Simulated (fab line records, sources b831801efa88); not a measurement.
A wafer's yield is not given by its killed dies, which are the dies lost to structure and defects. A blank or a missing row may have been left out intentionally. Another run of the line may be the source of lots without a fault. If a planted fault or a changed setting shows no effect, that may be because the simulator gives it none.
Which tool was responsible? :: flow sky130 :: 10 lots, 30 wafers sampled, at 6 steps of a route of 708

## WHAT THE GAUGES READ, wafer by wafer
SKY_VIA2_OVL_MEAS_13. Usual: for VIA2_OVL the level is 1 nm and the standard deviation is 5.4.
lot: L203
measured: day 36 19:15
on: overlay-02
VIA2_OVL (nm): -1 6 -2
flag: 

lot: L204
measured: day 37 00:11
on: overlay-02
VIA2_OVL (nm): 2 -3 2
flag: 

lot: L205
measured: day 37 08:27
on: overlay-01
VIA2_OVL (nm): 1 4 3
flag: 

lot: L210
measured: day 38 15:20
on: overlay-02
VIA2_OVL (nm): 3 -3 -2
flag: 

lot: L211
measured: day 39 01:09
on: overlay-01
VIA2_OVL (nm): 6 -5 1
flag: 

lot: L212
measured: day 39 09:57
on: overlay-01
VIA2_OVL (nm): -3 -7 2
flag: 

lot: L214
measured: day 40 04:33
on: overlay-02
VIA2_OVL (nm): 6 3 3
flag: 

lot: L217
measured: day 41 10:02
on: overlay-01
VIA2_OVL (nm): -5 4 -2
flag: 

lot: L224
measured: day 42 15:53
on: overlay-02
VIA2_OVL (nm): -7 4 12
flag: 

lot: L225
measured: day 42 20:10
on: overlay-02
VIA2_OVL (nm): 12 5 19
flag: 

SKY_CAPM_THK_MEAS_01. Usual: for CAPM_CVD_00_THK the level is 15.49 nm and the standard deviation is 0.3.
lot: L203
measured: day 36 21:03
on: film metro-04
CAPM_CVD_00_THK (nm): 15.19 15.19 15.63
flag: 

lot: L204
measured: day 37 01:53
on: film metro-02
CAPM_CVD_00_THK (nm): 15.67 15.32 15.36
flag: 

lot: L205
measured: day 37 10:04
on: film metro-02
CAPM_CVD_00_THK (nm): 15.34 15.34 15.67
flag: 

lot: L210
measured: day 38 17:05
on: film metro-02
CAPM_CVD_00_THK (nm): 15.83 15.33 15.97
flag: 

lot: L211
measured: day 39 02:44
on: film metro-02
CAPM_CVD_00_THK (nm): 15.86 15.26 15.79
flag: 

lot: L212
measured: day 39 11:32
on: film metro-04
CAPM_CVD_00_THK (nm): 15.27 15.12 15.01
flag: 

lot: L214
measured: day 40 06:08
on: film metro-02
CAPM_CVD_00_THK (nm): 15.41 15.06 15.51
flag: 

lot: L217
measured: day 41 11:45
on: film metro-04
CAPM_CVD_00_THK (nm): 15.14 15.75 15.23
flag: 

lot: L224
measured: day 42 17:35
on: film metro-03
CAPM_CVD_00_THK (nm): 15.25 15.03 15.32
flag: 

lot: L225
measured: day 42 21:47
on: film metro-04
CAPM_CVD_00_THK (nm): 15.55 15.75 15.70
flag: 

SKY_CAPM_RS_MEAS_03: the measuring method here is four-point-probe. Usual: for CAPM_TIN_RS the level is 6.89 ohm/sq and the standard deviation is 0.09.
lot: L203
measured: day 36 21:13
on: film metro-04
CAPM_TIN_RS (ohm/sq): 6.97 6.88 6.89
flag: 

lot: L204
measured: day 37 02:04
on: film metro-03
CAPM_TIN_RS (ohm/sq): 6.92 6.79 6.80
flag: 

lot: L205
measured: day 37 10:14
on: film metro-03
CAPM_TIN_RS (ohm/sq): 7.06 6.92 6.89
flag: 

lot: L210
measured: day 38 17:16
on: film metro-03
CAPM_TIN_RS (ohm/sq): 6.84 6.79 6.83
flag: 

lot: L211
measured: day 39 02:54
on: film metro-03
CAPM_TIN_RS (ohm/sq): 6.80 6.75 6.79
flag: 

lot: L212
measured: day 39 11:43
on: film metro-03
CAPM_TIN_RS (ohm/sq): 6.89 7.06 6.95
flag: 

lot: L214
measured: day 40 06:19
on: film metro-04
CAPM_TIN_RS (ohm/sq): 6.89 7.24 6.87
flag: 

lot: L217
measured: day 41 11:56
on: film metro-02
CAPM_TIN_RS (ohm/sq): 6.91 6.91 6.91
flag: 

lot: L224
measured: day 42 17:44
on: film metro-04
CAPM_TIN_RS (ohm/sq): 6.96 6.75 6.79
flag: 

lot: L225
measured: day 42 21:58
on: film metro-02
CAPM_TIN_RS (ohm/sq): 7.03 7.06 6.86
flag: 

SKY_CAPM_THK_MEAS_04: measures by xrf. Usual: for CAPM_TIN_THK the level is 198.3 nm and the standard deviation is 2.6.
lot: L203
measured: day 36 21:20
on: film metro-04
CAPM_TIN_THK (nm): 193.8 196.5 195.8
flag: 

lot: L204
measured: day 37 02:11
on: film metro-03
CAPM_TIN_THK (nm): 196.6 202.5 200.5
flag: 

lot: L205
measured: day 37 10:21
on: film metro-03
CAPM_TIN_THK (nm): 194.3 197.7 198.4
flag: 

lot: L210
measured: day 38 17:23
on: film metro-03
CAPM_TIN_THK (nm): 200.5 201.8 200.6
flag: 

lot: L211
measured: day 39 03:01
on: film metro-03
CAPM_TIN_THK (nm): 202.7 204.7 202.5
flag: 

lot: L212
measured: day 39 11:50
on: film metro-03
CAPM_TIN_THK (nm): 199.4 194.8 197.5
flag: 

lot: L214
measured: day 40 06:26
on: film metro-04
CAPM_TIN_THK (nm): 195.9 186.5 197.1
flag: 

lot: L217
measured: day 41 12:02
on: film metro-02
CAPM_TIN_THK (nm): 197.9 198.5 197.9
flag: 

lot: L224
measured: day 42 17:52
on: film metro-04
CAPM_TIN_THK (nm): 194.9 200.2 199.5
flag: 

lot: L225
measured: day 42 22:04
on: film metro-02
CAPM_TIN_THK (nm): 195.4 194.2 201.1
flag: 

## WHICH TOOL RAN EACH LOT (tool, then ch and the chambers of the sampled wafers, then the start)
lot: L203
SKY_VIA2_CVD_21: cvd w-01 ch 0, day 36 20:08
SKY_CAPM_SPUTTER_02: pvd sputter-01, day 36 21:07

lot: L204
SKY_VIA2_CVD_21: cvd w-02 ch 0, day 37 01:05
SKY_CAPM_SPUTTER_02: pvd sputter-04, day 37 01:56

lot: L205
SKY_VIA2_CVD_21: cvd w-02 ch 0,1, day 37 09:17
SKY_CAPM_SPUTTER_02: pvd sputter-04, day 37 10:07

lot: L210
SKY_VIA2_CVD_21: cvd w-01 ch 0, day 38 16:10
SKY_CAPM_SPUTTER_02: pvd sputter-02, day 38 17:09

lot: L211
SKY_VIA2_CVD_21: cvd w-01 ch 0,1, day 39 01:56
SKY_CAPM_SPUTTER_02: pvd sputter-04, day 39 02:47

lot: L212
SKY_VIA2_CVD_21: cvd w-02 ch 0,1, day 39 10:45
SKY_CAPM_SPUTTER_02: pvd sputter-04, day 39 11:36

lot: L214
SKY_VIA2_CVD_21: cvd w-01 ch 0, day 40 05:21
SKY_CAPM_SPUTTER_02: pvd sputter-04, day 40 06:12

lot: L217
SKY_VIA2_CVD_21: cvd w-02 ch 0,1, day 41 10:58
SKY_CAPM_SPUTTER_02: pvd sputter-02, day 41 11:48

lot: L224
SKY_VIA2_CVD_21: cvd w-02 ch 0,1, day 42 16:41
SKY_CAPM_SPUTTER_02: pvd sputter-04, day 42 17:38

lot: L225
SKY_VIA2_CVD_21: cvd w-02 ch 0,1, day 42 21:01
SKY_CAPM_SPUTTER_02: pvd sputter-04, day 42 21:49
- SKY_VIA2_CVD_21: deposits W, target thk 420 nm, time 126.4 s.
- SKY_CAPM_SPUTTER_02: material TiN, target thk 200 nm, time 166.7 s.

## AS READ BY THE TOOLS THEMSELVES (means over the sampled wafers that have a number; for cases with no such wafer, the mark the record gives instead)
SKY_VIA2_CVD_21. Usual: chamber pressure Torr 40.01 Torr, standard deviation 0.082; heater power outer w 480 W, standard deviation 44; heater power w 772 W, standard deviation 78.
lot: L203
tool: cvd w-01
chamber pressure Torr (Torr): 40.05
heater power outer w (W): 425
heater power w (W): 697
flag: 

lot: L204
tool: cvd w-02
chamber pressure Torr (Torr): 40.04
heater power outer w (W): 525
heater power w (W): 807
flag: 

lot: L205
tool: cvd w-02
chamber pressure Torr (Torr): 40.06
heater power outer w (W): 524
heater power w (W): 802
flag: 

lot: L210
tool: cvd w-01
chamber pressure Torr (Torr): 40.13
heater power outer w (W): 434
heater power w (W): 703
flag: 

lot: L211
tool: cvd w-01
chamber pressure Torr (Torr): 40.05
heater power outer w (W): 522
heater power w (W): 882
flag: 

lot: L212
tool: cvd w-02
chamber pressure Torr (Torr): 40.00
heater power outer w (W): 470
heater power w (W): 751
flag: 

lot: L214
tool: cvd w-01
chamber pressure Torr (Torr): 40.07
heater power outer w (W): 431
heater power w (W): 698
flag: 

lot: L217
tool: cvd w-02
chamber pressure Torr (Torr): 39.94
heater power outer w (W): 465
heater power w (W): 753
flag: 

lot: L224
tool: cvd w-02
chamber pressure Torr (Torr): 40.00
heater power outer w (W): 470
heater power w (W): 761
flag: 

lot: L225
tool: cvd w-02
chamber pressure Torr (Torr): 40.01
heater power outer w (W): 474
heater power w (W): 749
flag: 

SKY_CAPM_SPUTTER_02. Usual: chamber pressure pa 0.4001 Pa, standard deviation 0.00089; throttle valve pct 30.0 %, standard deviation 1.1.
lot: L203
tool: pvd sputter-01
chamber pressure pa (Pa): 0.3999
throttle valve pct (%): 30.3
flag: 

lot: L204
tool: pvd sputter-04
chamber pressure pa (Pa): 0.3997
throttle valve pct (%): 29.7
flag: 

lot: L205
tool: pvd sputter-04
chamber pressure pa (Pa): 0.3998
throttle valve pct (%): 29.6
flag: 

lot: L210
tool: pvd sputter-02
chamber pressure pa (Pa): 0.3994
throttle valve pct (%): 29.3
flag: 

lot: L211
tool: pvd sputter-04
chamber pressure pa (Pa): 0.4012
throttle valve pct (%): 29.8
flag: 

lot: L212
tool: pvd sputter-04
chamber pressure pa (Pa): 0.4004
throttle valve pct (%): 29.8
flag: 

lot: L214
tool: pvd sputter-04
chamber pressure pa (Pa): 0.4006
throttle valve pct (%): 30.3
flag: 

lot: L217
tool: pvd sputter-02
chamber pressure pa (Pa): 0.4000
throttle valve pct (%): 29.8
flag: 

lot: L224
tool: pvd sputter-04
chamber pressure pa (Pa): 0.3998
throttle valve pct (%): 30.5
flag: 

lot: L225
tool: pvd sputter-04
chamber pressure pa (Pa): 0.4004
throttle valve pct (%): 31.1
flag: 

## THE ANSWER, worked out from the rows above alone
Rule: take the mean of a lot's wafers that have a number; if it is more than 3 standard deviations from the usual mean, the lot is off. Also off: a lot with no number at a reading for which 4 or more lots have one. Where the step has rows for the other lots, those lots are counted as sound. The gauges are gone through in route order, then the tools' own readings, and for those a lot's mean is taken as printed above. At the first step where some lot is off, the reading lying furthest off is the one used; lots without a number count as furthest.
No lot is off at any reading shown: from this, nothing can be told.

## WHAT WAS PUT IN BY THE SIMULATOR
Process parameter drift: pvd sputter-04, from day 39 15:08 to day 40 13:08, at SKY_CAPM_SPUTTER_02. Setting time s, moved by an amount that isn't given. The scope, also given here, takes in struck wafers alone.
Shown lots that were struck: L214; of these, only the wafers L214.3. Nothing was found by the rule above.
